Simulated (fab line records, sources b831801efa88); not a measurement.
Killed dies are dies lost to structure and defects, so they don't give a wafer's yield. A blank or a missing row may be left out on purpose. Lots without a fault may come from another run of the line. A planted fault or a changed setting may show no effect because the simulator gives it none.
fab line records | flow gf180mcu
record lots=5 wafers=15 last_day=33
route steps=602 shown CONTACT@296 M1@315
lots that met no fault: from a run of the same line without faults
start_h: hours from the record's first day to the start of the lot's first wafer shown | wait_h: hours since the lot's step before | " the same as in the row above | L1.1+2: a row that stands for several wafers | - no value, or no start given | * or withheld: withheld | < > ~ a bound
route shown NAME@n: a module of which the file shows steps, and the number in the route of the first | usual: mean/standard deviation of fault-free wafers | same: alike in all rows | chamber/n: place in a boat | sites: the reading at each site | _std_site: their standard deviation | _edge_site: outer sites' mean less inner sites' | radius_mm: how far each site lies from the wafer's centre | mask NAME#n: copy n | behind: the tool/chamber that last shaped the wafer | hold: why the lot was held/for how many hours/how that ended | device: the transistor (n, p or np) that didn't switch | end of line: the same wafers' tests at the end of the route | a step without rows: its recipe alone | killed: dies lost to structure and defects at the first sort, not the wafer's yield | map: a wafer's dies, x killed, . not, _ none there
set.NAME: the setting as run; set.NAME@STEP: as run at that earlier step | model.NAME: the simulator's own value behind a step, which no gauge read
lots at some steps of the route; a table a step, a row a wafer
services: from which hour (start_h, from the record's first day; less than 0 if before it) a tool's chamber was out of use, for how many hours, and why
## steps
# step GF_CONTACT_COAT_09
# recipe resist=KrF spin_rpm=withheld resist_thk_nm=1000
# usual resist_line_temp_C=22.99/0.096
# columns lot.wafer tool chamber start_h wait_h resist_line_temp_C
L081.2 litho_track-02 0 - - 22.89
L081.4 " 0 " " 22.85
L081.6 " 0 " " 22.85
L084.3 litho_track-02 0 - - 22.98
L084.4 " 0 " " 23.09
L084.6 " 0 " " 22.92
L087.4 litho_track-03 0 - - 23.09
L087.5 " 0 " " 22.92
L087.6 " 0 " " 22.84
L091.1 litho_track-03 0 - - 23.01
L091.2 " 0 " " 22.90
L091.4 " 0 " " 22.98
L093.2 litho_track-03 0 - - 23.04
L093.5 " 0 " " 22.90
L093.6 " 0 " " 22.95
# step GF_CONTACT_SOFTBAKE_10
# recipe temp_c=130 time_s=60 resist=KrF
# usual resist_line_temp_C=23.00/0.096
# columns lot.wafer tool chamber start_h wait_h resist_line_temp_C
L081.2 litho_track-02 0 - - 23.00
L081.4 " 0 " " 22.88
L081.6 " 0 " " 23.02
L084.3 litho_track-02 0 - - 22.93
L084.4 " 0 " " 23.12
L084.6 " 0 " " 23.08
L087.4 litho_track-03 0 - - 23.01
L087.5 " 0 " " 22.89
L087.6 " 0 " " 23.09
L091.1 litho_track-03 0 - - 22.96
L091.2 " 0 " " 22.97
L091.4 " 0 " " 23.18
L093.2 litho_track-03 0 - - 23.06
L093.5 " 0 " " 23.08
L093.6 " 0 " " 23.00
# step GF_CONTACT_EXPOSE_11
# recipe mask_id=Contact target_cd_nm=220 na=0.68 source_shape=conventional sigma_outer=0.6 dose_mj=38
# columns lot.wafer tool chamber start_h wait_h mask
L081.2+4+6 krf_scanner-01 0 - - Contact#0
L084.3+4+6 krf_scanner-01 0 - - Contact#0
L087.4+5+6 krf_scanner-02 0 - - Contact#0
L091.1+2+4 krf_scanner-01 0 - - Contact#0
L093.2+5+6 krf_scanner-01 0 - - Contact#0
# step GF_CONTACT_PEB_12
# recipe peb_temp_c=135 peb_time_s=90 resist=KrF
# usual resist_line_temp_C=22.97/0.1
# columns lot.wafer tool chamber start_h wait_h resist_line_temp_C
L081.2 litho_track-02 0 - - 22.92
L081.4 " 0 " " 23.02
L081.6 " 0 " " 23.09
L084.3 litho_track-01 0 - - 23.04
L084.4 " 0 " " 23.01
L084.6 " 0 " " 23.01
L087.4 litho_track-01 0 - - 22.83
L087.5 " 0 " " 22.95
L087.6 " 0 " " 22.90
L091.1 litho_track-02 0 - - 22.93
L091.2 " 0 " " 22.97
L091.4 " 0 " " 22.94
L093.2 litho_track-01 0 - - 22.95
L093.5 " 0 " " 22.98
L093.6 " 0 " " 23.01
# step GF_CONTACT_DEVELOP_13
# recipe develop_time_s=60 resist=KrF dev_temp_c=21
# usual resist_line_temp_C=22.98/0.11
# columns lot.wafer tool chamber start_h wait_h resist_line_temp_C
L081.2 litho_track-02 0 432.93 0.2 22.91
L081.4 " 0 " " 22.88
L081.6 " 0 " " 22.95
L084.3 litho_track-01 0 452.48 0.1 23.05
L084.4 " 0 " " 23.09
L084.6 " 0 " " 23.03
L087.4 litho_track-01 0 478.66 0.1 23.06
L087.5 " 0 " " 22.99
L087.6 " 0 " " 22.95
L091.1 litho_track-02 0 512.01 0.2 22.95
L091.2 " 0 " " 23.10
L091.4 " 0 " " 23.09
L093.2 litho_track-01 0 525.86 0.2 23.02
L093.5 " 0 " " 23.04
L093.6 " 0 " " 22.87
# step GF_CONTACT_CD_MEAS_14
# recipe target_cd_nm=220
# usual cd_nm=220.5/1.3
# columns lot.wafer tool chamber start_h wait_h cd_nm
L081.2 cd_sem-01 - 433.08 0.1 220.4
L081.4 " - " " 219.4
L081.6 " - " " 218.6
L084.3 cd_sem-01 - 452.62 0.1 218.3
L084.4 " - " " 219.6
L084.6 " - " " 219.6
L087.4 cd_sem-01 - 478.79 0.1 222.3
L087.5 " - " " 221.2
L087.6 " - " " 221.1
L091.1 cd_sem-01 - 512.16 0.1 220.4
L091.2 " - " " 219.7
L091.4 " - " " 220.7
L093.2 cd_sem-01 - 526.00 0.1 224.7
L093.5 " - " " 223.9
L093.6 " - " " 222.5
# step GF_CONTACT_OVL_MEAS_15
# usual CONTACT_OVL=1/5.8
# columns lot.wafer tool chamber start_h wait_h CONTACT_OVL[nm]
L081.2 overlay-01 - 433.18 0.1 -2
L081.4 " - " " -8
L081.6 " - " " -2
L084.3 overlay-01 - 452.72 0.1 1
L084.4 " - " " 4
L084.6 " - " " 11
L087.4 overlay-02 - 478.87 0.1 1
L087.5 " - " " 1
L087.6 " - " " -1
L091.1 overlay-01 - 512.28 0.1 4
L091.2 " - " " -1
L091.4 " - " " 4
L093.2 overlay-01 - 526.11 0.1 7
L093.5 " - " " 10
L093.6 " - " " 9
# step GF_CONTACT_ETCH_16
# recipe chemistry=N2/H2 target_depth_a=withheld overetch_a=withheld time_s=withheld target=BARC ion_energy_ev=200 source_w=500 bias_w=100 pressure_mtorr=30 n2_flow_sccm=100 h2_flow_sccm=200
# usual bias_w=100.0/0.31 drypump_motor_current_A=5.7/0.47 n2_flow_sccm=99.99/0.26 oes_product_au=0.855/0.0048 throttle_valve_pct=13.225/0.01
# columns lot.wafer tool chamber start_h wait_h bias_w drypump_motor_current_A n2_flow_sccm oes_product_au throttle_valve_pct
L081.2 rie_diel-01 1 433.21 0.0 100.4 6.7 99.80 0.858 13.229
L081.4 " 0 " " 99.8 4.9 99.69 0.856 13.216
L081.6 " 0 " " 99.4 4.9 100.36 0.857 13.231
L084.3 rie_diel-04 2 452.74 0.0 100.1 5.8 99.93 0.863 13.239
L084.4 " 0 " " 99.7 5.5 99.76 0.856 13.232
L084.6 " 2 " " 100.1 5.8 99.78 0.855 13.223
L087.4 rie_diel-04 1 478.89 0.0 99.9 6.4 100.03 0.860 13.238
L087.5 " 2 " " 100.3 5.8 100.41 0.862 13.251
L087.6 " 1 " " 100.0 6.5 99.58 0.852 13.219
L091.1 rie_diel-04 3 512.31 0.0 100.3 5.8 100.05 0.860 13.227
L091.2 " 2 " " 99.9 5.9 99.68 0.860 13.230
L091.4 " 1 " " 100.0 6.5 100.53 0.851 13.218
L093.2 rie_diel-01 3 526.14 0.0 99.7 5.7 100.00 0.852 13.229
L093.5 " 0 " " 100.4 4.9 100.08 0.851 13.238
L093.6 " 3 " " 99.7 5.8 99.79 0.854 13.226
# step GF_CONTACT_ETCH_17
# recipe chemistry=C4F8/O2/Ar mask_material=KrF target=SiO2 stop_on=CoSi2 source_w=1500 bias_w=1200 pressure_mtorr=40 c4f8_flow_sccm=withheld O2_flow_sccm=6 Ar_flow_sccm=300 time_s=withheld target_depth_a=8600
# usual bias_w=1200/3.4 oes_product_au=0.814/0.0052
# columns lot.wafer tool chamber start_h wait_h bias_w oes_product_au
L081.2 rie_diel-01 1 - - 1202 0.822
L081.4 " 0 " " 1203 0.811
L081.6 " 0 " " 1203 0.815
L084.3 rie_diel-04 2 - - 1198 0.808
L084.4 " 0 " " 1194 0.810
L084.6 " 2 " " 1201 0.809
L087.4 rie_diel-04 1 - - 1201 0.823
L087.5 " 2 " " 1206 0.813
L087.6 " 1 " " 1196 0.819
L091.1 rie_diel-04 3 - - 1200 0.819
L091.2 " 2 " " 1205 0.812
L091.4 " 1 " " 1196 0.813
L093.2 rie_diel-01 3 - - 1200 0.810
L093.5 " 0 " " 1198 0.807
L093.6 " 3 " " 1205 0.811
# step GF_CONTACT_STRIP_18
# recipe chemistry=O2/N2 power_w=1400 pressure_mtorr=1500 platen_temp_c=250 o2_flow_sccm=3000 n2_flow_sccm=300 overash_fraction=0.5
# usual drypump_motor_current_A=6.0/0.43 heater_power_w=364/33 n2_flow_sccm=300.1/0.94 oes_product_au=0.580/0.005
# columns lot.wafer tool chamber start_h wait_h drypump_motor_current_A heater_power_w n2_flow_sccm oes_product_au rf_hours_counter_h
L081.2 plasma_asher-02 0 433.38 - 6.5 350 299.9 0.580 63
L081.4 " 0 " " 6.6 351 301.8 0.585 -
L081.6 " 1 " " 6.1 330 299.2 0.580 -
L084.3 plasma_asher-02 0 452.94 - 6.5 353 300.3 0.580 -
L084.4 " 1 " " 6.0 343 299.3 0.580 -
L084.6 " 1 " " 6.1 350 299.7 0.567 -
L087.4 plasma_asher-02 0 479.09 - 6.5 351 300.1 0.582 -
L087.5 " 0 " " 6.5 339 300.8 0.574 -
L087.6 " 1 " " 6.1 346 300.2 0.581 -
L091.1 plasma_asher-02 1 512.47 - 6.0 346 299.1 0.575 70
L091.2 " 0 " " 6.5 339 300.6 0.583 70
L091.4 " 1 " " 6.0 348 298.0 0.582 -
L093.2 plasma_asher-02 1 526.30 - 6.1 351 298.5 0.583 72
L093.5 " 0 " " 6.5 349 298.7 0.582 -
L093.6 " 1 " " 6.1 347 299.5 0.583 -
# step GF_CONTACT_CLEAN_19
# recipe chemistry=SPM
# columns lot.wafer tool chamber start_h wait_h
L081.2+4+6 wet_bench-03 0 433.48 0.1
L084.3+4+6 wet_bench-04 3 453.00 0.0
L087.4+5+6 wet_bench-03 3 479.15 0.0
L091.1+2+4 wet_bench-03 0 512.57 0.1
L093.2+5+6 wet_bench-02 0 526.40 0.1
# step GF_CONTACT_CLEAN_20
# recipe chemistry=DIW
# columns lot.wafer tool chamber start_h wait_h
L081.2+4+6 wet_bench-03 2 433.57 0.0
L084.3+4+6 wet_bench-02 2 453.10 0.0
L087.4+5+6 wet_bench-04 3 479.25 0.0
L091.1+2+4 wet_bench-02 2 512.67 0.0
L093.2+5+6 wet_bench-04 0 526.49 0.0
# step GF_CONTACT_CLEAN_21
# recipe chemistry=dHF time_s=20 dilution=100:1 dry=ipa_marangoni
# columns lot.wafer tool chamber start_h wait_h
L081.2+4+6 wet_bench-03 0 433.66 0.0
L084.3+4+6 wet_bench-04 3 453.20 0.0
L087.4+5+6 wet_bench-03 1 479.34 0.0
L091.1+2+4 wet_bench-04 1 512.77 0.0
L093.2+5+6 wet_bench-03 3 526.59 0.0
# step GF_CONTACT_SPUTTER_22
# recipe material=Ti target_thk_nm=15 chamber_pressure_pa=5 power_w=2500 substrate_temp_c=200 time_s=80.02
# usual throttle_valve_pct=29.9/0.58
# columns lot.wafer tool chamber start_h wait_h throttle_valve_pct
L081.2 pvd_sputter-03 - 433.67 0.0 29.6
L081.4 " - " " 29.8
L081.6 " - " " 30.2
L084.3 pvd_sputter-01 - 453.21 0.0 30.4
L084.4 " - " " 29.3
L084.6 " - " " 30.1
L087.4 pvd_sputter-01 - 479.36 0.0 29.7
L087.5 " - " " 29.7
L087.6 " - " " 30.3
L091.1 pvd_sputter-01 - 512.78 0.0 29.7
L091.2 " - " " 29.4
L091.4 " - " " 29.9
L093.2 pvd_sputter-03 - 526.60 0.0 29.7
L093.5 " - " " 29.6
L093.6 " - " " 29.4
# step GF_CONTACT_SPUTTER_23
# recipe material=TiN target_thk_nm=10 chamber_pressure_pa=5 power_w=4000 time_s=40
# usual throttle_valve_pct=29.9/0.61
# columns lot.wafer tool chamber start_h wait_h throttle_valve_pct
L081.2 pvd_sputter-03 - 433.73 0.0 29.8
L081.4 " - " " 29.5
L081.6 " - " " 30.1
L084.3 pvd_sputter-01 - 453.27 0.0 30.3
L084.4 " - " " 29.2
L084.6 " - " " 30.4
L087.4 pvd_sputter-01 - 479.42 0.0 29.5
L087.5 " - " " 29.6
L087.6 " - " " 30.4
L091.1 pvd_sputter-01 - 512.84 0.0 29.6
L091.2 " - " " 29.1
L091.4 " - " " 30.4
L093.2 pvd_sputter-03 - 526.66 0.0 29.4
L093.5 " - " " 29.7
L093.6 " - " " 29.4
# step GF_CONTACT_CVD_24
# recipe material=W target_thk_nm=300 time_s=90.339 temp_c=400 pressure_torr=40
# usual heater_power_outer_w=543/51 heater_power_w=843/66
# columns lot.wafer tool chamber start_h wait_h heater_power_outer_w heater_power_w
L081.2 cvd_w-01 0 433.77 0.0 459 721
L081.4 " 1 " " 619 921
L081.6 " 1 " " 631 943
L084.3 cvd_w-01 1 453.34 0.1 625 915
L084.4 " 0 " " 455 749
L084.6 " 1 " " 616 944
L087.4 cvd_w-02 1 479.49 0.1 518 878
L087.5 " 0 " " 559 838
L087.6 " 1 " " 520 833
L091.1 cvd_w-02 0 512.88 0.0 559 842
L091.2 " 1 " " 534 846
L091.4 " 0 " " 563 827
L093.2 cvd_w-01 1 526.70 0.0 614 962
L093.5 " 1 " " 614 964
L093.6 " 0 " " 458 733
# step GF_CONTACT_RS_MEAS_25
# recipe thk_meas_gauge=four-point-probe reads=W_of_CONTACT_CVD_24+TiN_of_CONTACT_SPUTTER_23+Ti_of_CONTACT_SPUTTER_22
# usual CONTACT_W_RS=0.385/0.0046
# columns lot.wafer tool chamber start_h wait_h CONTACT_W_RS[ohm/sq]
L081.2 film_metro-01 - 433.89 0.1 0.381
L081.4 " - " " 0.385
L081.6 " - " " 0.387
L084.3 film_metro-01 - 453.45 0.1 0.384
L084.4 " - " " 0.394
L084.6 " - " " 0.382
L087.4 film_metro-01 - 479.62 0.1 0.386
L087.5 " - " " 0.383
L087.6 " - " " 0.387
L091.1 film_metro-02 - 512.98 0.1 0.385
L091.2 " - " " 0.385
L091.4 " - " " 0.386
L093.2 film_metro-03 - 526.82 0.1 0.383
L093.5 " - " " 0.383
L093.6 " - " " 0.380
# step GF_CONTACT_THK_MEAS_26
# recipe thk_meas_gauge=xrf reads=W_of_CONTACT_CVD_24
# usual CONTACT_W_THK=296/5.1
# columns lot.wafer tool chamber start_h wait_h CONTACT_W_THK[nm]
L081.2 film_metro-01 - 434.00 0.1 306
L081.4 " - " " 299
L081.6 " - " " 300
L084.3 film_metro-01 - 453.55 0.1 302
L084.4 " - " " 295
L084.6 " - " " 303
L087.4 film_metro-01 - 479.71 0.1 298
L087.5 " - " " 299
L087.6 " - " " 297
L091.1 film_metro-02 - 513.10 0.1 293
L091.2 " - " " 293
L091.4 " - " " 290
L093.2 film_metro-03 - 526.93 0.1 292
L093.5 " - " " 291
L093.6 " - " " 295
# step GF_CONTACT_CMP_27
# recipe stop_on=SiO2 down_force_psi=3.5 platen_rpm=60 t_overpolish_s=15 target_thk_nm=0 pad_velocity_m_s=0.94248
# usual motor_current_A=11.0/1.4 overpolish_run_s=15.000/0.0086 slurry_filter_dp_kPa=13.50/0.14 time_to_endpoint_s=73/3.5
# columns lot.wafer tool chamber start_h wait_h motor_current_A overpolish_run_s slurry_filter_dp_kPa time_to_endpoint_s
L081.4 cmp-01 1 434.10 0.1 9.3 14.978 13.61 78
L081.2 " 2 " " 10.9 15.003 13.77 70
L081.6 " 1 " " 8.5 15.015 13.84 75
L084.3 cmp-02 0 453.64 0.1 11.4 14.992 13.45 74
L084.4 " 2 " " 13.9 15.000 13.37 73
L084.6 " 0 " " 10.9 14.990 13.41 76
L087.4 cmp-01 2 479.79 0.1 10.7 14.995 13.51 71
L087.5 " 1 " " 9.4 14.993 13.60 76
L087.6 " 2 " " 10.6 14.995 13.36 69
L091.4 cmp-02 0 513.21 0.1 10.8 14.997 13.51 77
L091.1 " 1 " " 12.3 15.009 13.39 76
L091.2 " 2 " " 14.0 14.989 13.63 75
L093.2 cmp-02 2 527.03 0.1 13.5 15.001 13.67 78
L093.5 " 1 " " 12.7 15.010 13.24 76
L093.6 " 2 " " 13.6 15.013 13.58 76
# step GF_M1_SPUTTER_00
# recipe material=Ti target_thk_nm=37.5 arriving_ion_energy_ev=80 substrate_temp_c=200 chamber_pressure_pa=2 power_w=4000 time_s=150
# usual throttle_valve_pct=30.0/0.84
# columns lot.wafer tool chamber start_h wait_h throttle_valve_pct
L081.2 pvd_sputter-01 - 434.35 0.1 30.1
L081.4 " - " " 29.6
L081.6 " - " " 30.2
L084.3 pvd_sputter-04 - 453.89 0.2 29.2
L084.4 " - " " 29.3
L084.6 " - " " 31.4
L087.4 pvd_sputter-04 - 480.04 0.2 30.1
L087.5 " - " " 31.0
L087.6 " - " " 30.3
L091.1 pvd_sputter-01 - 513.46 0.1 29.8
L091.2 " - " " 30.3
L091.4 " - " " 30.0
L093.2 pvd_sputter-01 - 527.28 0.2 30.1
L093.5 " - " " 30.4
L093.6 " - " " 29.7
# step GF_M1_SPUTTER_01
# recipe material=TiN target_thk_nm=30 power_w=6500 time_s=25 chamber_pressure_pa=0.4
# usual throttle_valve_pct=30.0/0.85
# columns lot.wafer tool chamber start_h wait_h throttle_valve_pct
L081.2 pvd_sputter-01 - 434.45 0.1 30.2
L081.4 " - " " 29.9
L081.6 " - " " 30.1
L084.3 pvd_sputter-04 - 453.99 0.1 29.3
L084.4 " - " " 29.0
L084.6 " - " " 31.7
L087.4 pvd_sputter-04 - 480.14 0.1 30.0
L087.5 " - " " 30.9
L087.6 " - " " 30.4
L091.1 pvd_sputter-01 - 513.56 0.1 29.8
L091.2 " - " " 30.6
L091.4 " - " " 30.1
L093.2 pvd_sputter-01 - 527.38 0.1 30.0
L093.5 " - " " 30.3
L093.6 " - " " 29.8
# step GF_M1_SPUTTER_02
# recipe material=AlCu target_thk_nm=450 power_w=10600 time_s=23.9 chamber_pressure_pa=0.4
# usual throttle_valve_pct=30.0/0.82
# columns lot.wafer tool chamber start_h wait_h throttle_valve_pct
L081.2 pvd_sputter-01 - 434.48 0.0 30.2
L081.4 " - " " 29.7
L081.6 " - " " 30.1
L084.3 pvd_sputter-04 - 454.02 0.0 29.0
L084.4 " - " " 29.2
L084.6 " - " " 31.5
L087.4 pvd_sputter-04 - 480.17 0.0 30.3
L087.5 " - " " 31.1
L087.6 " - " " 30.1
L091.1 pvd_sputter-01 - 513.59 0.0 29.8
L091.2 " - " " 30.0
L091.4 " - " " 30.1
L093.2 pvd_sputter-01 - 527.41 0.0 30.2
L093.5 " - " " 30.4
L093.6 " - " " 30.3
# step GF_M1_SPUTTER_03
# recipe material=Ti target_thk_nm=10 substrate_temp_c=300 chamber_pressure_pa=0.3 power_w=3000 time_s=6.7
# usual throttle_valve_pct=30.1/0.83
# columns lot.wafer tool chamber start_h wait_h throttle_valve_pct
L081.2 pvd_sputter-01 - 434.51 0.0 30.3
L081.4 " - " " 29.7
L081.6 " - " " 30.1
L084.3 pvd_sputter-04 - 454.05 0.0 29.4
L084.4 " - " " 29.2
L084.6 " - " " 31.4
L087.4 pvd_sputter-04 - 480.20 0.0 30.5
L087.5 " - " " 31.3
L087.6 " - " " 30.5
L091.1 pvd_sputter-01 - 513.62 0.0 29.9
L091.2 " - " " 30.1
L091.4 " - " " 30.1
L093.2 pvd_sputter-01 - 527.44 0.0 30.4
L093.5 " - " " 30.0
L093.6 " - " " 29.9
# step GF_M1_SPUTTER_04
# recipe material=TiN target_thk_nm=50 power_w=6500 time_s=41.7 chamber_pressure_pa=0.4
# usual throttle_valve_pct=30.0/0.85
# columns lot.wafer tool chamber start_h wait_h throttle_valve_pct
L081.2 pvd_sputter-01 - 434.53 0.0 30.1
L081.4 " - " " 29.8
L081.6 " - " " 30.1
L084.3 pvd_sputter-04 - 454.07 0.0 29.4
L084.4 " - " " 29.2
L084.6 " - " " 31.5
L087.4 pvd_sputter-04 - 480.22 0.0 30.0
L087.5 " - " " 31.0
L087.6 " - " " 30.0
L091.1 pvd_sputter-01 - 513.64 0.0 29.6
L091.2 " - " " 30.2
L091.4 " - " " 30.2
L093.2 pvd_sputter-01 - 527.46 0.0 30.2
L093.5 " - " " 30.4
L093.6 " - " " 29.7
# step GF_M1_RS_MEAS_05
# recipe thk_meas_gauge=four-point-probe reads=TiN_of_M1_SPUTTER_04+Ti_of_M1_SPUTTER_03+AlCu_of_M1_SPUTTER_02+TiN_of_M1_SPUTTER_01+Ti_of_M1_SPUTTER_00
# usual M1_ALCU_RS=0.0692/0.0007
# columns lot.wafer tool chamber start_h wait_h M1_ALCU_RS[ohm/sq]
L081.2 film_metro-04 - 434.59 0.0 0.0690
L081.4 " - " " 0.0700
L081.6 " - " " 0.0705
L084.3 film_metro-01 - 454.15 0.1 0.0698
L084.4 " - " " 0.0697
L084.6 " - " " 0.0681
L087.4 film_metro-04 - 480.32 0.1 0.0698
L087.5 " - " " 0.0697
L087.6 " - " " 0.0696
L091.1 film_metro-01 - 513.68 0.0 0.0697
L091.2 " - " " 0.0694
L091.4 " - " " 0.0695
L093.2 film_metro-04 - 527.52 0.0 0.0693
L093.5 " - " " 0.0687
L093.6 " - " " 0.0689
# step GF_M1_THK_MEAS_06
# recipe thk_meas_gauge=xrf reads=AlCu_of_M1_SPUTTER_02
# usual M1_ALCU_THK=459/5.3
# columns lot.wafer tool chamber start_h wait_h M1_ALCU_THK[nm]
L081.2 film_metro-04 - 434.70 0.1 458
L081.4 " - " " 454
L081.6 " - " " 450
L084.3 film_metro-01 - 454.25 0.1 455
L084.4 " - " " 457
L084.6 " - " " 470
L087.4 film_metro-04 - 480.41 0.1 450
L087.5 " - " " 456
L087.6 " - " " 452
L091.1 film_metro-01 - 513.80 0.1 457
L091.2 " - " " 461
L091.4 " - " " 459
L093.2 film_metro-04 - 527.63 0.1 454
L093.5 " - " " 458
L093.6 " - " " 458
# step GF_M1_DEHYDRATE_07
# recipe temp_c=200 time_s=60
# usual resist_line_temp_C=23.02/0.099
# columns lot.wafer tool chamber start_h wait_h resist_line_temp_C
L081.2 litho_track-01 0 445.91 11.2 22.97
L081.4 " 0 " " 22.92
L081.6 " 0 " " 22.89
L084.3 litho_track-03 0 465.52 11.3 23.02
L084.4 " 0 " " 23.14
L084.6 " 0 " " 23.03
L087.4 litho_track-01 0 492.01 11.6 22.98
L087.5 " 0 " " 22.97
L087.6 " 0 " " 22.83
L091.1 litho_track-03 0 524.52 10.7 23.13
L091.2 " 0 " " 23.00
L091.4 " 0 " " 23.01
L093.2 litho_track-04 0 538.44 10.8 22.85
L093.5 " 0 " " 23.01
L093.6 " 0 " " 23.00
# step GF_M1_HMDS_08
# recipe prime_time_s=60 prime_temp_c=120
# usual resist_line_temp_C=23.00/0.11
# columns lot.wafer tool chamber start_h wait_h resist_line_temp_C
L081.2 litho_track-01 0 446.06 0.1 23.00
L081.4 " 0 " " 22.84
L081.6 " 0 " " 22.94
L084.3 litho_track-03 0 465.67 0.1 22.94
L084.4 " 0 " " 22.96
L084.6 " 0 " " 23.03
L087.4 litho_track-01 0 492.16 0.1 22.98
L087.5 " 0 " " 23.04
L087.6 " 0 " " 22.95
L091.1 litho_track-03 0 524.67 0.1 23.14
L091.2 " 0 " " 23.23
L091.4 " 0 " " 23.11
L093.2 litho_track-04 0 538.59 0.1 22.86
L093.5 " 0 " " 22.96
L093.6 " 0 " " 22.99
# step GF_M1_COAT_09
# recipe resist=KrF spin_rpm=withheld resist_thk_nm=1000
# usual resist_line_temp_C=22.97/0.095
# columns lot.wafer tool chamber start_h wait_h resist_line_temp_C
L081.2 litho_track-01 0 446.21 0.1 23.00
L081.4 " 0 " " 22.93
L081.6 " 0 " " 22.90
L084.3 litho_track-03 0 465.82 0.1 22.99
L084.4 " 0 " " 22.96
L084.6 " 0 " " 22.84
L087.4 litho_track-01 0 492.31 0.1 23.00
L087.5 " 0 " " 22.90
L087.6 " 0 " " 22.93
L091.1 litho_track-03 0 524.82 0.1 23.01
L091.2 " 0 " " 22.95
L091.4 " 0 " " 23.18
L093.2 litho_track-04 0 538.74 0.1 23.10
L093.5 " 0 " " 23.05
L093.6 " 0 " " 23.01
# step GF_M1_SOFTBAKE_10
# recipe temp_c=130 time_s=60 resist=KrF
# usual resist_line_temp_C=22.95/0.13
# columns lot.wafer tool chamber start_h wait_h resist_line_temp_C
L081.2 litho_track-01 0 446.36 0.1 22.94
L081.4 " 0 " " 23.11
L081.6 " 0 " " 23.11
L084.3 litho_track-03 0 465.97 0.1 22.93
L084.4 " 0 " " 22.81
L084.6 " 0 " " 22.97
L087.4 litho_track-01 0 492.46 0.1 22.75
L087.5 " 0 " " 22.85
L087.6 " 0 " " 22.80
L091.1 litho_track-03 0 524.97 0.1 23.04
L091.2 " 0 " " 23.05
L091.4 " 0 " " 23.19
L093.2 litho_track-04 0 538.89 0.1 22.99
L093.5 " 0 " " 22.95
L093.6 " 0 " " 22.84
# step GF_M1_EXPOSE_11
# recipe mask_id=Metal1 target_cd_nm=230 na=0.68 source_shape=conventional sigma_outer=0.6 dose_mj=28
# columns lot.wafer tool chamber start_h wait_h mask
L081.2+4+6 krf_scanner-02 0 - - Metal1#0
L084.3+4+6 krf_scanner-02 0 - - Metal1#0
L087.4+5+6 krf_scanner-01 0 - - Metal1#0
L091.1+2+4 krf_scanner-01 0 - - Metal1#0
L093.2+5+6 krf_scanner-02 0 - - Metal1#0
# step GF_M1_PEB_12
# recipe peb_temp_c=135 peb_time_s=90 resist=KrF
# usual resist_line_temp_C=23.02/0.098
# columns lot.wafer tool chamber start_h wait_h resist_line_temp_C
L081.2 litho_track-04 0 - - 23.10
L081.4 " 0 " " 22.91
L081.6 " 0 " " 22.93
L084.3 litho_track-03 0 - - 23.07
L084.4 " 0 " " 23.05
L084.6 " 0 " " 23.16
L087.4 litho_track-01 0 - - 23.03
L087.5 " 0 " " 23.12
L087.6 " 0 " " 22.97
L091.1 litho_track-01 0 - - 23.28
L091.2 " 0 " " 23.06
L091.4 " 0 " " 23.24
L093.2 litho_track-04 0 - - 23.00
L093.5 " 0 " " 22.98
L093.6 " 0 " " 23.04
# step GF_M1_DEVELOP_13
# recipe develop_time_s=60 dev_temp_c=21
# usual resist_line_temp_C=23.00/0.09
# columns lot.wafer tool chamber start_h wait_h resist_line_temp_C
L081.2 litho_track-04 0 458.84 0.2 23.05
L081.4 " 0 " " 23.12
L081.6 " 0 " " 23.04
L084.3 litho_track-03 0 477.57 0.1 23.15
L084.4 " 0 " " 22.96
L084.6 " 0 " " 22.88
L087.4 litho_track-01 0 504.36 0.1 22.97
L087.5 " 0 " " 23.02
L087.6 " 0 " " 22.91
L091.1 litho_track-01 0 536.23 0.2 22.98
L091.2 " 0 " " 22.89
L091.4 " 0 " " 22.90
L093.2 litho_track-04 0 549.99 0.2 23.04
L093.5 " 0 " " 23.00
L093.6 " 0 " " 23.10
# step GF_M1_CD_MEAS_14
# recipe target_cd_nm=230
# usual cd_nm=230.3/1.4
# columns lot.wafer tool chamber start_h wait_h cd_nm
L081.2 cd_sem-02 - 458.99 0.1 231.5
L081.4 " - " " 230.9
L081.6 " - " " 231.7
L084.3 cd_sem-01 - 477.71 0.1 229.2
L084.4 " - " " 229.2
L084.6 " - " " 229.6
L087.4 cd_sem-01 - 504.49 0.1 230.5
L087.5 " - " " 231.1
L087.6 " - " " 232.3
L091.1 cd_sem-02 - 536.39 0.1 232.8
L091.2 " - " " 232.3
L091.4 " - " " 231.6
L093.2 cd_sem-02 - 550.14 0.1 230.5
L093.5 " - " " 228.9
L093.6 " - " " 229.9
# step GF_M1_OVL_MEAS_15
# usual M1_OVL=1/4.9
# columns lot.wafer tool chamber start_h wait_h M1_OVL[nm]
L081.2 overlay-02 - 459.09 0.1 5
L081.4 " - " " 4
L081.6 " - " " 6
L084.3 overlay-01 - 477.81 0.1 2
L084.4 " - " " 5
L084.6 " - " " 8
L087.4 overlay-01 - 504.57 0.1 -1
L087.5 " - " " 2
L087.6 " - " " 1
L091.1 overlay-02 - 536.51 0.1 7
L091.2 " - " " -7
L091.4 " - " " 3
L093.2 overlay-01 - 550.24 0.1 -1
L093.5 " - " " -6
L093.6 " - " " 7
## services
# columns tool chamber start_h hours kind
cmp-02 - 404.27 4.0 pm
cmp-01 - 405.36 3.6 repair
krf_scanner-01 - 420.88 1.0 pm
krf_scanner-02 - 423.16 0.8 pm
wet_bench-02 - 432.31 7.6 repair
pvd_sputter-01 - 432.86 0.8 repair
rie_diel-01 0 451.81 5.7 repair
krf_scanner-02 - 455.93 2.2 repair
krf_scanner-02 - 456.68 0.1 repair
krf_scanner-02 - 459.16 4.4 pm
pvd_sputter-04 - 464.76 3.6 repair
wet_bench-02 - 479.11 4.4 pm
rie_diel-01 2 498.51 2.7 repair
krf_scanner-02 - 504.28 0.3 repair
rie_diel-01 2 505.96 2.0 repair
krf_scanner-01 - 506.53 1.3 pm
krf_scanner-01 - 508.12 0.7 repair
cvd_w-01 - 513.03 4.3 pm
krf_scanner-02 - 523.98 1.3 pm
krf_scanner-01 - 527.11 0.8 pm
rie_diel-04 2 533.09 1.4 repair
rie_diel-01 2 534.01 4.9 repair
krf_scanner-02 - 537.51 1.0 pm
krf_scanner-02 - 541.28 47.9 repair
## key
fault none
